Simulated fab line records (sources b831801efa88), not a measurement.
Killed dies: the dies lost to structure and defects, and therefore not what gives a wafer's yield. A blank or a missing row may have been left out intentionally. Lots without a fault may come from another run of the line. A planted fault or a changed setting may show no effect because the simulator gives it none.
fab line records -- flow sky130
[record] lots = 6, wafers = 18, last-day = 50
route steps=708 shown LDD_N@253 LDD_P@255 LDD_HVN@267 LDD_HVP@278 LDD_LDN@289 PAD_OPEN@708
lots untouched by any fault: they come from a run of this same line in which no faults occurred
start-h: the number of hours between the record's first day and the start of the first shown wafer of the lot -- wait-h: hours elapsed since this lot's preceding step -- " unchanged from the row above -- L1.1+2: one row covering several wafers at once -- - either no value or no given start -- * or withheld: withheld -- < > ~ a bound
route shown NAME@n: a module of which the file shows steps, and the number in the route of the first -- usual: mean/standard deviation taken from wafers without a fault -- same: alike in all rows -- chamber/n: place in a boat -- sites: readings site by site -- _std_site: standard deviation across them -- _edge_site: the outer-site mean with the inner-site mean subtracted -- radius-mm: for every site, how far away it sits from the centre of the wafer -- mask NAME#n: copy n -- behind: the most recent tool/chamber to have shaped the wafer -- hold: what put the lot on hold/how long, in hours/how the hold closed -- device: names the non-switching transistor (n, p or np) -- end of line: tests of these same wafers at the route's end -- for a step that has no rows: nothing shown but its recipe -- killed: count of dies lost to structure and defects at first sort (not the wafer's yield) -- map: dies across one wafer; x = killed, . = not, _ = none there
set.NAME: the setting as run; set.NAME@STEP: as run at that earlier step -- model.NAME: the simulator's own value behind a step, which no gauge read
lots seen at some steps along the route; tables by step, rows by wafer
services: when a tool's chamber went out of use (start-h, in hours from the record's first day, below 0 if earlier), for how many hours, and the reason
[[steps]]
[step SKY_LDD_N_STRIP_16]
[recipe] chemistry = O2/N2, power-w = 1400, pressure-mtorr = 1500, platen-temp-c = withheld, o2-flow-sccm = 3000, n2-flow-sccm = 300, overash-fraction = 0.5
[usual] drypump-motor-current-A = 5.6/0.5, oes-product-au = 0.406/0.0044, strip-time-to-endpoint-s = 4.312/0.014
lot.wafer,tool,chamber,start-h,wait-h,drypump-motor-current-A,oes-product-au,rf-hours-counter-h,strip-time-to-endpoint-s
L946.2,plasma-asher-02,0,438.24,0.1,5.3,0.409,32,4.287
L946.3,plasma-asher-02,1,438.24,0.1,5.7,0.398,-,4.278
L946.5,plasma-asher-02,1,438.24,0.1,5.7,0.403,-,4.297
L949.3,plasma-asher-04,0,468.82,0.1,5.0,0.411,-,4.315
L949.4,plasma-asher-04,1,468.82,0.1,6.3,0.403,-,4.300
L949.5,plasma-asher-04,1,468.82,0.1,6.3,0.405,-,4.343
L958.1,plasma-asher-02,0,538.20,0.1,5.3,0.394,42,4.292
L958.5,plasma-asher-02,0,538.20,0.1,5.3,0.411,-,4.314
L958.6,plasma-asher-02,1,538.20,0.1,5.7,0.412,-,4.323
L957.4,plasma-asher-04,0,539.14,0.1,5.0,0.401,-,4.306
L957.5,plasma-asher-04,1,539.14,0.1,6.3,0.407,-,4.304
L957.6,plasma-asher-04,0,539.14,0.1,5.0,0.411,-,4.305
L962.1,plasma-asher-01,1,575.49,0.1,6.1,0.410,14,4.332
L962.5,plasma-asher-01,1,575.49,0.1,6.1,0.399,-,4.325
L962.6,plasma-asher-01,0,575.49,0.1,5.0,0.409,-,4.313
L963.1,plasma-asher-04,1,584.55,0.1,6.4,0.404,76,4.296
L963.2,plasma-asher-04,0,584.55,0.1,5.0,0.411,76,4.305
L963.6,plasma-asher-04,1,584.55,0.1,6.4,0.408,-,4.322
[step SKY_LDD_N_TW_MEAS_17]
[usual] LDD_N_TW = 2602/18
lot.wafer,tool,chamber,start-h,wait-h,LDD_N_TW
L946.2,film-metro-03,-,438.35,0.1,2594
L946.3,film-metro-03,-,438.35,0.1,2606
L946.5,film-metro-03,-,438.35,0.1,2616
L949.3,film-metro-01,-,468.91,0.1,2618
L949.4,film-metro-01,-,468.91,0.1,2623
L949.5,film-metro-01,-,468.91,0.1,2635
L958.1,film-metro-04,-,538.30,0.1,2605
L958.5,film-metro-04,-,538.30,0.1,2621
L958.6,film-metro-04,-,538.30,0.1,2606
L957.4,film-metro-01,-,539.24,0.1,2623
L957.5,film-metro-01,-,539.24,0.1,2614
L957.6,film-metro-01,-,539.24,0.1,2604
L962.1,film-metro-04,-,575.59,0.1,2612
L962.5,film-metro-04,-,575.59,0.1,2597
L962.6,film-metro-04,-,575.59,0.1,2593
L963.1,film-metro-03,-,584.65,0.1,2598
L963.2,film-metro-03,-,584.65,0.1,2596
L963.6,film-metro-03,-,584.65,0.1,2599
[step SKY_LDD_P_DEHYDRATE_00]
[recipe] temp-c = 200, time-s = 60
[step SKY_LDD_P_HMDS_01]
[recipe] prime-time-s = 60, prime-temp-c = 120
[step SKY_LDD_P_COAT_02]
[recipe] resist = NOVOLAK, spin-rpm = 3000, resist-thk-nm = 1140
[step SKY_LDD_P_SOFTBAKE_03]
[recipe] temp-c = 90, time-s = 60, resist = NOVOLAK
[step SKY_LDD_P_EXPOSE_04]
[recipe] mask-id = PSDM, na = 0.6, source-shape = conventional, sigma-outer = 0.6, polarization = unpolarized, target-cd-nm = 380, dose-mj = 138
[step SKY_LDD_P_PEB_05]
[recipe] temp-c = withheld, time-s = *, resist = NOVOLAK
[step SKY_LDD_P_DEVELOP_06]
[recipe] resist = NOVOLAK, developer = TMAH, develop-time-s = 60, dev-temp-c = 23
[step SKY_LDD_P_CD_MEAS_07]
[recipe] target-cd-nm = 380
[usual] cd-nm = 379.8/2
lot.wafer,tool,chamber,start-h,wait-h,cd-nm
L946.2,cd-sem-01,-,469.58,0.1,379.9
L946.3,cd-sem-01,-,469.58,0.1,379.8
L946.5,cd-sem-01,-,469.58,0.1,380.3
L949.3,cd-sem-01,-,500.12,0.1,379.7
L949.4,cd-sem-01,-,500.12,0.1,378.7
L949.5,cd-sem-01,-,500.12,0.1,380.0
L958.1,cd-sem-02,-,569.55,0.1,378.3
L958.5,cd-sem-02,-,569.55,0.1,380.4
L958.6,cd-sem-02,-,569.55,0.1,377.6
L957.4,cd-sem-01,-,570.42,0.1,380.5
L957.5,cd-sem-01,-,570.42,0.1,382.0
L957.6,cd-sem-01,-,570.42,0.1,380.9
L962.1,cd-sem-02,-,604.90,0.1,379.4
L962.5,cd-sem-02,-,604.90,0.1,379.4
L962.6,cd-sem-02,-,604.90,0.1,381.2
L963.1,cd-sem-01,-,615.25,0.1,380.8
L963.2,cd-sem-01,-,615.25,0.1,380.6
L963.6,cd-sem-01,-,615.25,0.1,379.5
[step SKY_LDD_P_OVL_MEAS_08]
[usual] LDD_P_OVL = -0.3/1.4
lot.wafer,tool,chamber,start-h,wait-h,LDD_P_OVL[nm]
L946.2,overlay-01,-,469.68,0.1,-0.9
L946.3,overlay-01,-,469.68,0.1,1.1
L946.5,overlay-01,-,469.68,0.1,-0.6
L949.3,overlay-02,-,500.21,0.1,-1.7
L949.4,overlay-02,-,500.21,0.1,-0.6
L949.5,overlay-02,-,500.21,0.1,-1.8
L958.1,overlay-02,-,569.67,0.1,-0.6
L958.5,overlay-02,-,569.67,0.1,-1.0
L958.6,overlay-02,-,569.67,0.1,-0.4
L957.4,overlay-01,-,570.49,0.1,0.0
L957.5,overlay-01,-,570.49,0.1,0.6
L957.6,overlay-01,-,570.49,0.1,0.5
L962.1,overlay-01,-,605.02,0.1,0.7
L962.5,overlay-01,-,605.02,0.1,-0.6
L962.6,overlay-01,-,605.02,0.1,-0.6
L963.1,overlay-02,-,615.37,0.1,-0.7
L963.2,overlay-02,-,615.37,0.1,-1.1
L963.6,overlay-02,-,615.37,0.1,-2.1
[step SKY_LDD_P_IMPLANT_09]
[recipe] species = BF2, energy-kev = 25, dose-cm2 = 1e+13, tilt-deg = withheld
[step SKY_LDD_P_STRIP_10]
[recipe] chemistry = O2/N2, power-w = 1400, pressure-mtorr = 1500, platen-temp-c = withheld, o2-flow-sccm = 3000, n2-flow-sccm = 300, overash-fraction = 0.5
[usual] drypump-motor-current-A = 5.6/0.53, oes-product-au = 0.716/0.0048, strip-time-to-endpoint-s = 14.18/0.045
lot.wafer,tool,chamber,start-h,wait-h,drypump-motor-current-A,oes-product-au,rf-hours-counter-h,strip-time-to-endpoint-s
L946.2,plasma-asher-03,0,469.86,0.1,5.5,0.707,73,14.20
L946.3,plasma-asher-03,1,469.86,0.1,5.8,0.711,-,14.22
L946.5,plasma-asher-03,0,469.86,0.1,5.5,0.714,-,14.21
L949.3,plasma-asher-01,1,500.42,0.1,6.1,0.725,-,14.21
L949.4,plasma-asher-01,0,500.42,0.1,5.0,0.716,-,14.18
L949.5,plasma-asher-01,1,500.42,0.1,6.1,0.708,-,14.23
L958.1,plasma-asher-01,1,569.86,0.1,6.1,0.704,14,14.20
L958.5,plasma-asher-01,0,569.86,0.1,5.0,0.712,-,14.15
L958.6,plasma-asher-01,1,569.86,0.1,6.1,0.718,-,14.14
L957.4,plasma-asher-01,0,570.70,0.1,5.0,0.716,-,14.21
L957.5,plasma-asher-01,0,570.70,0.1,5.0,0.714,-,14.21
L957.6,plasma-asher-01,1,570.70,0.1,6.1,0.717,-,14.21
L962.1,plasma-asher-03,1,605.20,0.1,5.8,0.708,86,14.14
L962.5,plasma-asher-03,1,605.20,0.1,5.8,0.717,-,14.12
L962.6,plasma-asher-03,0,605.20,0.1,5.5,0.718,-,14.12
L963.1,plasma-asher-03,1,615.56,0.1,5.7,0.721,87,14.11
L963.2,plasma-asher-03,0,615.56,0.1,5.6,0.707,87,14.15
L963.6,plasma-asher-03,1,615.56,0.1,5.8,0.713,-,14.12
[step SKY_LDD_P_TW_MEAS_11]
[usual] LDD_P_TW = 639/4.2
lot.wafer,tool,chamber,start-h,wait-h,LDD_P_TW
L946.2,film-metro-02,-,469.97,0.1,641
L946.3,film-metro-02,-,469.97,0.1,638
L946.5,film-metro-02,-,469.97,0.1,635
L949.3,film-metro-04,-,500.51,0.1,642
L949.4,film-metro-04,-,500.51,0.1,647
L949.5,film-metro-04,-,500.51,0.1,644
L958.1,film-metro-01,-,569.96,0.1,644
L958.5,film-metro-01,-,569.96,0.1,643
L958.6,film-metro-01,-,569.96,0.1,645
L957.4,film-metro-01,-,570.79,0.1,644
L957.5,film-metro-01,-,570.79,0.1,646
L957.6,film-metro-01,-,570.79,0.1,642
L962.1,film-metro-02,-,605.30,0.1,635
L962.5,film-metro-02,-,605.30,0.1,636
L962.6,film-metro-02,-,605.30,0.1,633
L963.1,film-metro-02,-,615.66,0.1,634
L963.2,film-metro-02,-,615.66,0.1,639
L963.6,film-metro-02,-,615.66,0.1,634
[step SKY_LDD_HVN_DEHYDRATE_00]
[recipe] temp-c = 200, time-s = 60
[step SKY_LDD_HVN_HMDS_01]
[recipe] prime-time-s = 60, prime-temp-c = 120
[step SKY_LDD_HVN_COAT_02]
[recipe] resist = NOVOLAK, spin-rpm = 3000, resist-thk-nm = 300
[step SKY_LDD_HVN_SOFTBAKE_03]
[recipe] temp-c = 90, time-s = 60, resist = NOVOLAK
[step SKY_LDD_HVN_EXPOSE_04]
[recipe] mask-id = HVNTM, na = 0.6, source-shape = conventional, sigma-outer = 0.6, polarization = unpolarized, target-cd-nm = 700, dose-mj = 127
[step SKY_LDD_HVN_PEB_05]
[recipe] temp-c = withheld, time-s = *, resist = NOVOLAK
[step SKY_LDD_HVN_DEVELOP_06]
[recipe] resist = NOVOLAK, developer = TMAH, develop-time-s = 60, dev-temp-c = 23
[step SKY_LDD_HVN_OVL_MEAS_07]
[usual] LDD_HVN_OVL = 0.2/1.3
lot.wafer,tool,chamber,start-h,wait-h,LDD_HVN_OVL[nm]
L946.2,overlay-01,-,501.16,0.1,-0.1
L946.3,overlay-01,-,501.16,0.1,1.0
L946.5,overlay-01,-,501.16,0.1,1.6
L949.3,overlay-01,-,532.06,0.1,-0.2
L949.4,overlay-01,-,532.06,0.1,0.1
L949.5,overlay-01,-,532.06,0.1,-0.1
L958.1,overlay-01,-,599.71,0.1,-0.7
L958.5,overlay-01,-,599.71,0.1,0.4
L958.6,overlay-01,-,599.71,0.1,0.6
L957.4,overlay-02,-,600.30,0.1,1.4
L957.5,overlay-02,-,600.30,0.1,0.2
L957.6,overlay-02,-,600.30,0.1,1.3
L962.1,overlay-02,-,634.95,0.1,-2.0
L962.5,overlay-02,-,634.95,0.1,-1.7
L962.6,overlay-02,-,634.95,0.1,-1.8
L963.1,overlay-01,-,645.30,0.1,-0.7
L963.2,overlay-01,-,645.30,0.1,-1.3
L963.6,overlay-01,-,645.30,0.1,-1.0
[step SKY_LDD_HVN_IMPLANT_08]
[recipe] species = P, energy-kev = 60, dose-cm2 = 3e+13, tilt-deg = 40
[step SKY_LDD_HVN_STRIP_09]
[recipe] chemistry = O2/N2, power-w = 1400, pressure-mtorr = 1500, platen-temp-c = withheld, o2-flow-sccm = 3000, n2-flow-sccm = 300, overash-fraction = 0.5
[usual] drypump-motor-current-A = 5.6/0.42, oes-product-au = 0.409/0.0048, strip-time-to-endpoint-s = 4.138/0.017
lot.wafer,tool,chamber,start-h,wait-h,drypump-motor-current-A,oes-product-au,rf-hours-counter-h,strip-time-to-endpoint-s
L946.2,plasma-asher-03,1,501.34,0.1,5.8,0.418,76,4.124
L946.3,plasma-asher-03,0,501.34,0.1,5.5,0.407,-,4.125
L946.5,plasma-asher-03,1,501.34,0.1,5.8,0.403,-,4.118
L949.3,plasma-asher-04,1,532.27,0.1,6.3,0.404,-,4.130
L949.4,plasma-asher-04,0,532.27,0.1,5.0,0.412,-,4.107
L949.5,plasma-asher-04,1,532.27,0.1,6.3,0.402,-,4.095
L958.1,plasma-asher-04,0,599.90,0.1,5.1,0.409,77,4.133
L958.5,plasma-asher-04,0,599.90,0.1,5.0,0.414,-,4.138
L958.6,plasma-asher-04,1,599.90,0.1,6.4,0.413,-,4.127
L957.4,plasma-asher-04,1,600.50,0.1,6.3,0.411,-,4.153
L957.5,plasma-asher-04,0,600.50,0.1,5.1,0.402,-,4.149
L957.6,plasma-asher-04,1,600.50,0.1,6.4,0.411,-,4.161
L962.1,plasma-asher-02,1,635.14,0.1,5.7,0.412,52,4.132
L962.5,plasma-asher-02,1,635.14,0.1,5.6,0.404,-,4.144
L962.6,plasma-asher-02,0,635.14,0.1,5.3,0.412,-,4.117
L963.1,plasma-asher-03,0,645.49,0.1,5.6,0.413,90,4.126
L963.2,plasma-asher-03,1,645.49,0.1,5.8,0.404,90,4.156
L963.6,plasma-asher-03,1,645.49,0.1,5.8,0.411,-,4.152
[step SKY_LDD_HVN_TW_MEAS_10]
[usual] LDD_HVN_TW = 1444/8.9
lot.wafer,tool,chamber,start-h,wait-h,LDD_HVN_TW
L946.2,film-metro-01,-,501.45,0.1,1442
L946.3,film-metro-01,-,501.45,0.1,1448
L946.5,film-metro-01,-,501.45,0.1,1447
L949.3,film-metro-03,-,532.36,0.1,1441
L949.4,film-metro-03,-,532.36,0.1,1432
L949.5,film-metro-03,-,532.36,0.1,1431
L958.1,film-metro-01,-,600.00,0.1,1462
L958.5,film-metro-01,-,600.00,0.1,1453
L958.6,film-metro-01,-,600.00,0.1,1458
L957.4,film-metro-03,-,600.60,0.1,1425
L957.5,film-metro-03,-,600.60,0.1,1434
L957.6,film-metro-03,-,600.60,0.1,1439
L962.1,film-metro-03,-,635.24,0.1,1434
L962.5,film-metro-03,-,635.24,0.1,1441
L962.6,film-metro-03,-,635.24,0.1,1439
L963.1,film-metro-01,-,645.59,0.1,1453
L963.2,film-metro-01,-,645.59,0.1,1449
L963.6,film-metro-01,-,645.59,0.1,1441
[step SKY_LDD_HVP_DEHYDRATE_00]
[recipe] temp-c = 200, time-s = 60
[step SKY_LDD_HVP_HMDS_01]
[recipe] prime-time-s = 60, prime-temp-c = 120
[step SKY_LDD_HVP_COAT_02]
[recipe] resist = NOVOLAK, spin-rpm = 3000, resist-thk-nm = 300
[step SKY_LDD_HVP_SOFTBAKE_03]
[recipe] temp-c = 90, time-s = 60, resist = NOVOLAK
[step SKY_LDD_HVP_EXPOSE_04]
[recipe] mask-id = HVPTM, na = 0.6, source-shape = conventional, sigma-outer = 0.6, polarization = unpolarized, target-cd-nm = 700, dose-mj = 86
[step SKY_LDD_HVP_PEB_05]
[recipe] temp-c = withheld, time-s = *, resist = NOVOLAK
[step SKY_LDD_HVP_DEVELOP_06]
[recipe] resist = NOVOLAK, developer = TMAH, develop-time-s = 60, dev-temp-c = 23
[step SKY_LDD_HVP_OVL_MEAS_07]
[usual] LDD_HVP_OVL = 0.3/1.3
lot.wafer,tool,chamber,start-h,wait-h,LDD_HVP_OVL[nm]
L946.2,overlay-02,-,532.94,0.1,1.2
L946.3,overlay-02,-,532.94,0.1,2.4
L946.5,overlay-02,-,532.94,0.1,-0.1
L949.3,overlay-01,-,563.39,0.1,1.8
L949.4,overlay-01,-,563.39,0.1,1.5
L949.5,overlay-01,-,563.39,0.1,-1.5
L958.1,overlay-02,-,629.86,0.1,0.4
L958.5,overlay-02,-,629.86,0.1,-0.9
L958.6,overlay-02,-,629.86,0.1,-1.3
L957.4,overlay-01,-,630.17,0.1,-1.1
L957.5,overlay-01,-,630.17,0.1,1.2
L957.6,overlay-01,-,630.17,0.1,-0.1
L962.1,overlay-01,-,663.81,0.1,-1.2
L962.5,overlay-01,-,663.81,0.1,-1.0
L962.6,overlay-01,-,663.81,0.1,0.0
L963.1,overlay-01,-,674.36,0.1,2.0
L963.2,overlay-01,-,674.36,0.1,-0.1
L963.6,overlay-01,-,674.36,0.1,-0.2
[step SKY_LDD_HVP_IMPLANT_08]
[recipe] species = B, energy-kev = 20, dose-cm2 = 1.7e+13, tilt-deg = 17.9
[step SKY_LDD_HVP_STRIP_09]
[recipe] chemistry = O2/N2, power-w = 1400, pressure-mtorr = 1500, platen-temp-c = withheld, o2-flow-sccm = 3000, n2-flow-sccm = 300, overash-fraction = 0.5
[usual] drypump-motor-current-A = 5.6/0.38, oes-product-au = 0.409/0.0042, strip-time-to-endpoint-s = 4.140/0.017
lot.wafer,tool,chamber,start-h,wait-h,drypump-motor-current-A,oes-product-au,rf-hours-counter-h,strip-time-to-endpoint-s
L946.2,plasma-asher-01,0,533.12,0.1,5.0,0.407,10,4.148
L946.3,plasma-asher-01,0,533.12,0.1,5.0,0.409,-,4.154
L946.5,plasma-asher-01,1,533.12,0.1,6.1,0.403,-,4.133
L949.3,plasma-asher-01,1,563.60,0.1,6.1,0.404,-,4.128
L949.4,plasma-asher-01,0,563.60,0.1,5.0,0.410,-,4.128
L949.5,plasma-asher-01,0,563.60,0.1,5.0,0.417,-,4.132
L958.1,plasma-asher-03,1,630.04,0.1,5.8,0.411,89,4.129
L958.5,plasma-asher-03,0,630.04,0.1,5.6,0.406,-,4.125
L958.6,plasma-asher-03,1,630.04,0.1,5.8,0.411,-,4.163
L957.4,plasma-asher-02,0,630.38,0.1,5.3,0.415,-,4.169
L957.5,plasma-asher-02,0,630.38,0.1,5.3,0.403,-,4.167
L957.6,plasma-asher-02,1,630.38,0.1,5.7,0.408,-,4.149
L962.1,plasma-asher-02,1,664.04,0.2,5.7,0.408,55,4.129
L962.5,plasma-asher-02,1,664.04,0.2,5.7,0.413,-,4.147
L962.6,plasma-asher-02,0,664.04,0.2,5.3,0.402,-,4.149
L963.1,plasma-asher-01,0,674.54,0.1,5.0,0.407,24,4.125
L963.2,plasma-asher-01,1,674.54,0.1,6.1,0.409,24,4.131
L963.6,plasma-asher-01,0,674.54,0.1,5.0,0.404,-,4.158
[step SKY_LDD_HVP_TW_MEAS_10]
[usual] LDD_HVP_TW = 456.8/2.4
lot.wafer,tool,chamber,start-h,wait-h,LDD_HVP_TW
L946.2,film-metro-04,-,533.23,0.1,461.0
L946.3,film-metro-04,-,533.23,0.1,459.3
L946.5,film-metro-04,-,533.23,0.1,458.4
L949.3,film-metro-03,-,563.69,0.1,456.0
L949.4,film-metro-03,-,563.69,0.1,456.9
L949.5,film-metro-03,-,563.69,0.1,457.2
L958.1,film-metro-03,-,630.14,0.1,456.9
L958.5,film-metro-03,-,630.14,0.1,458.3
L958.6,film-metro-03,-,630.14,0.1,460.3
L957.4,film-metro-04,-,630.47,0.1,457.2
L957.5,film-metro-04,-,630.47,0.1,458.2
L957.6,film-metro-04,-,630.47,0.1,457.1
L962.1,film-metro-03,-,664.14,0.1,460.7
L962.5,film-metro-03,-,664.14,0.1,459.1
L962.6,film-metro-03,-,664.14,0.1,461.9
L963.1,film-metro-04,-,674.64,0.1,459.6
L963.2,film-metro-04,-,674.64,0.1,457.7
L963.6,film-metro-04,-,674.64,0.1,457.8
[step SKY_LDD_LDN_DEHYDRATE_00]
[recipe] temp-c = 200, time-s = 60
[step SKY_LDD_LDN_HMDS_01]
[recipe] prime-time-s = 60, prime-temp-c = 120
[step SKY_LDD_LDN_COAT_02]
[recipe] resist = NOVOLAK, spin-rpm = 3000, resist-thk-nm = 1140
[step SKY_LDD_LDN_SOFTBAKE_03]
[recipe] temp-c = 90, time-s = 60, resist = NOVOLAK
[step SKY_LDD_LDN_EXPOSE_04]
[recipe] mask-id = LDNTM, na = 0.6, source-shape = conventional, sigma-outer = 0.6, polarization = unpolarized, target-cd-nm = 700, dose-mj = 140
[step SKY_LDD_LDN_PEB_05]
[recipe] temp-c = withheld, time-s = *, resist = NOVOLAK
[step SKY_PAD_OPEN_PROBE_99]
[usual] killed_at_M0_to_M3 = 43/7.1, killed_at_M4_up = 3.2/1.9, killed-at-contacts = 23/5.1, killed-at-front-end = 15/4.5, killed-at-other = 0.4/0.65, killed-dies = 85/9.4, killed-open = 47/6.8, killed-short = 38/6.1
[same] gross-dies = 492, killed-at-back-side = 0
lot.wafer,tool,chamber,start-h,wait-h,killed_at_M0_to_M3,killed_at_M4_up,killed-at-contacts,killed-at-front-end,killed-at-other,killed-dies,killed-open,killed-short
L958.1,prober-02,-,1170.62,0.1,29,1,11,64,0,105,22,30
L958.5,prober-02,-,1170.82,0.2,54,4,20,20,0,98,53,45
L958.6,prober-02,-,1170.87,0.2,50,2,20,72,0,144,51,45
L957.4,prober-01,-,1171.62,0.2,29,4,17,15,0,65,38,27
L957.5,prober-01,-,1171.67,0.2,44,4,18,17,1,84,45,38
L957.6,prober-01,-,1171.72,0.2,47,5,15,57,0,124,38,43
L962.1,prober-01,-,1189.73,0.1,39,6,13,21,1,80,38,42
// killed by level:class
L958.1 LDD_P:unspecified=53 VIA1:geometric-particle:open=6 METAL2:geometric-particle:short=6 FIELD_ISO:geometric-particle:short=5 VIA1:geometric-particle:short=4 CONTACT:geometric-particle:open=4 METAL1:geometric-particle:short=4 POLY_GATE:geometric-particle:short=3
L958.5 VIA1:geometric-particle:open=12 FIELD_ISO:geometric-particle:short=10 LI_CONTACT:geometric-particle:open=9 CONTACT:geometric-particle:open=6 VIA2:geometric-particle:short=6 FIELD_ISO:geometric-particle:open=5 VIA3:geometric-particle:open=5 METAL1:geometric-particle:short=5
L958.6 LDD_P:unspecified=48 VIA1:geometric-particle:open=14 FIELD_ISO:geometric-particle:open=8 POLY_GATE:geometric-particle:short=6 CONTACT:geometric-particle:open=6 METAL1:geometric-particle:short=6 VIA1:geometric-particle:short=6 VIA3:geometric-particle:open=6
L957.4 LI_CONTACT:geometric-particle:open=5 CONTACT:geometric-particle:open=5 VIA3:geometric-particle:open=5 CONTACT:geometric-particle:short=4 VIA1:geometric-particle:open=4 VIA2:geometric-particle:open=4 FIELD_ISO:geometric-particle:short=3 FIELD_ISO:geometric-particle:open=3
L957.5 VIA1:geometric-particle:open=10 CONTACT:geometric-particle:open=7 VIA3:geometric-particle:open=7 FIELD_ISO:geometric-particle:open=5 CONTACT:geometric-particle:short=5 METAL1:geometric-particle:short=5 VIA2:geometric-particle:short=4 VIA3:geometric-particle:short=4
L957.6 LDD_P:unspecified=43 VIA2:geometric-particle:open=7 VIA1:geometric-particle:open=7 VIA3:geometric-particle:open=7 VIA1:geometric-particle:short=6 VIA2:geometric-particle:short=6 FIELD_ISO:geometric-particle:short=5 METAL1:geometric-particle:short=5
L962.1 METAL2:geometric-particle:short=7 VIA1:geometric-particle:open=6 VIA2:geometric-particle:open=6 POLY_GATE:geometric-particle:short=5 METAL4:geometric-particle:short=5 FIELD_ISO:geometric-particle:short=4 LI_CONTACT:geometric-particle:short=4 VIA3:geometric-particle:open=4
// map L957.6 (x killed, . not)
__________.x....xxxx_________
________......x..xx..._______
______.x.x............x._____
_____.x....x...x.........____
____...........xx.x......x___
___............x.....x...x.__
__...........x....xxx...x..._
_...x.x.........x....xx......
_.x.x...x...........xx.......
_xxxxxx........x.......xx..x.
_xxxxxx......xx.........x..xx
_xxxxxx.x.......x.......x..x.
_xxxxxxxx....x......x.......x
_xxxxxxxxx.x..........x...x..
_xxxxxx....xx.x.xx..x.......x
__xxxxxx.x.......xx........._
___..........x..x..........__
____....x.x...............___
_____..x.............x.x.____
______..xx.............._____
________......x...x..._______
__________x........._________
// map L958.6 (x killed, . not)
__________.x...x..x._________
________x...x..x...x.._______
______...x........x....._____
_____....xxx.........x...____
____x.......x.xx...xx....x___
___....x......x......xx....__
__.x..x..x..........x..x..xx_
_...xxxx.x.xx....x...x...x...
_.x.x..x.xx......x.x.....x...
_xxxxxxxx.......x........x...
_xxxxx.xx..x..x..x.....x.....
_xxxxxxx.x..x.......x.x....x.
_xxxxxxx.xx.xx.............x.
_xxxxxxx.....x....x...x......
_xxxxxxx...x....x..........x.
__xxxxx.......xx...x...x...._
___..x.....x..x.......xx...__
____.x......x.........xx..___
_____..xx...............x____
______.......xxx.....x.._____
________xx.x.....x...._______
__________..x......._________
[[services]]
tool,chamber,start-h,hours,kind
plasma-asher-03,-,418.02,2.5,repair
plasma-asher-01,-,421.30,9.0,pm
plasma-asher-01,0,421.30,9.0,vent-cycle
plasma-asher-01,1,421.30,9.0,vent-cycle
plasma-asher-01,0,430.30,-,clean
plasma-asher-01,1,430.30,-,clean
plasma-asher-02,-,470.95,2.8,repair
plasma-asher-02,-,486.84,1.7,repair
plasma-asher-04,-,491.31,12.9,repair
plasma-asher-01,-,502.49,1.0,repair
plasma-asher-02,-,552.52,3.8,repair
plasma-asher-02,-,564.45,0.4,repair
plasma-asher-01,-,571.96,3.2,repair
plasma-asher-02,-,572.81,2.8,pm
plasma-asher-01,-,633.67,4.3,pm
plasma-asher-03,-,662.96,4.0,repair
plasma-asher-03,-,674.01,1.2,repair
[[key]]
[first-sign] step = SKY_PAD_OPEN_PROBE_99, reading = killed-at-front-end, direction = up, sigmas = 11, usual = 15, struck = 64
[effect] step = SKY_PAD_OPEN_PROBE_99, reading = killed-dies, direction = up, sigmas = 4.1, usual = 85, struck = 124
met-at SKY_LDD_P_STRIP_10
struck-wafers L957.6,L958.1,L958.6
tester-left-out L957,L958
onset-between 500.42 569.86
[fault] kind = chamber-particle-source, tool = plasma-asher-01, chamber = 1, onset-h = 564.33, steps = SKY_LDD_P_STRIP_10, rate-per-visit-cm2 = 1.1446, end-h = 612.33
// tester-left-out: of these lots the tester's yield and bins aren't shown, on N5 and GAA mostly nor the transistor test; their killed dies are dies lost to structure and defects alone, not to doping, threshold or leakage, so they don't give the yield
